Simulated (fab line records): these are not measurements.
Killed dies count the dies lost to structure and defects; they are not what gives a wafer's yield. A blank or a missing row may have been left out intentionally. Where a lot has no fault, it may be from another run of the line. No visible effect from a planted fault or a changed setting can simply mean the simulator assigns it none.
The tool behind it: which one?	flow sky130	12 lots, 36 wafers sampled, at 3 steps of a route of 708

## WHAT THE GAUGES READ, wafer by wafer
SKY_SD_P_OVL_MEAS_08.
lot	measured	on	SD_P_OVL (nm)
L684	day 25 01:33	overlay-02	-3.7 -4.6 -3.3
L685	day 25 03:18	overlay-02	-1.9 -1.6 -1.0
L686	day 25 09:04	overlay-02	0.8 -0.8 -0.1
L687	day 26 02:46	overlay-02	-0.8 -1.5 -1.9
L688	day 26 08:54	overlay-01	0.6 0.2 1.3
L693	day 28 05:26	overlay-01	0.4 2.3 -0.3
L696	day 29 02:06	overlay-02	0.2 -0.3 -0.2
L697	day 29 03:00	overlay-02	-0.6 -1.4 -2.0
L704	day 31 21:22	overlay-01	-0.4 -0.3 0.7
L705	day 32 09:07	overlay-02	-2.7 -2.3 -1.6
L706	day 32 10:54	overlay-02	1.4 1.9 0.1
L707	day 32 13:31	overlay-02	-1.0 -0.7 -1.2

SKY_SD_N_RS_MEAS_18: measurement is done with a four-point probe.
lot	measured	on	RES_XHIGH_RS (ohm/sq)
L684	day 27 13:28	film_metro-03	333.7 334.5 333.2
L685	day 27 14:52	film_metro-03	333.6 335.0 335.0
L686	day 27 20:45	film_metro-03	330.7 332.0 331.9
L687	day 28 13:43	film_metro-04	332.6 332.6 331.7
L688	day 28 19:39	film_metro-02	333.6 333.1 333.1
L693	day 30 14:02	film_metro-02	333.9 332.9 333.4
L696	day 31 08:56	film_metro-04	335.0 332.5 334.0
L697	day 31 11:33	film_metro-02	335.5 336.2 335.5
L704	day 34 02:10	film_metro-02	334.6 332.4 333.3
L705	day 34 13:35	film_metro-04	333.9 336.2 335.7
L706	day 34 15:33	film_metro-02	333.7 332.7 332.3
L707	day 34 18:16	film_metro-02	334.2 333.6 335.2

## EACH LOT AND THE TOOL THAT RAN IT (in order: tool; ch and the chambers of the sampled wafers; start)
lot	SKY_POLY_CUT_ETCH_10
L684	rie_diel-04 ch 0,2,3, day 23 18:40
L685	rie_diel-03 ch 0,1,3, day 23 21:01
L686	rie_diel-01 ch 0,2,3, day 24 03:19
L687	rie_diel-01 ch 0,2,3, day 24 21:07
L688	rie_diel-04 ch 0,1, day 25 04:40
L693	rie_diel-04 ch 0,1,3, day 27 00:16
L696	rie_diel-01 ch 0,1,3, day 27 21:52
L697	rie_diel-04 ch 0,1, day 27 23:28
L704	rie_diel-04 ch 0,3, day 30 18:58
L705	rie_diel-04 ch 0,2, day 31 06:31
L706	rie_diel-03 ch 0,2,3, day 31 08:19
L707	rie_diel-01 ch 1,2,3, day 31 11:28
- SKY_POLY_CUT_ETCH_10: etches BARC in N2/H2, stops on SiO2, time 45.9 s, target depth 60 nm.

## WHAT THE TOOLS THEMSELVES READ (means of the sampled wafers that have a number; where no wafer has one, the mark that the record gives instead)
SKY_POLY_CUT_ETCH_10.
lot	tool	drypump_motor_current_A (A)	oes_product_au (a.u.)	throttle_valve_pct (%)
L684	rie_diel-04	5.9	0.856	13.223
L685	rie_diel-03	5.8	0.854	13.230
L686	rie_diel-01	5.8	0.857	13.231
L687	rie_diel-01	5.8	0.858	13.228
L688	rie_diel-04	5.9	0.856	13.222
L693	rie_diel-04	5.7	0.857	13.226
L696	rie_diel-01	5.9	0.847	13.232
L697	rie_diel-04	5.8	0.852	13.219
L704	rie_diel-04	5.6	0.851	13.225
L705	rie_diel-04	6.1	0.851	13.225
L706	rie_diel-03	5.9	0.856	13.226
L707	rie_diel-01	5.9	0.849	13.219

## THE ANSWER, worked out from the rows above alone
Rule: the usual values come from the lots themselves. The widest of any qualifying gaps counts: lots, ordered by their means at a reading, are off when they make up no more than a third of the lots, leave a main group of 4 or more, and stand apart from it by 3 or more times the standard deviation of that group's means. Not used: any main group whose means are identical at the precision the tables above print for the reading. Also off: a lot with no number at a reading for which 4 or more lots have one. All remaining lots with rows at the step are treated as sound. After the gauges, taken in route order, come the tools' own readings; for these a lot's mean is taken, as printed above. The first step at which some lot is off is used, and at that step the reading that is off furthest; a lot without a number counts as furthest.
Nothing can be told from this: no lot is off at any reading shown.

## WHAT THE SIMULATOR HAD PUT IN
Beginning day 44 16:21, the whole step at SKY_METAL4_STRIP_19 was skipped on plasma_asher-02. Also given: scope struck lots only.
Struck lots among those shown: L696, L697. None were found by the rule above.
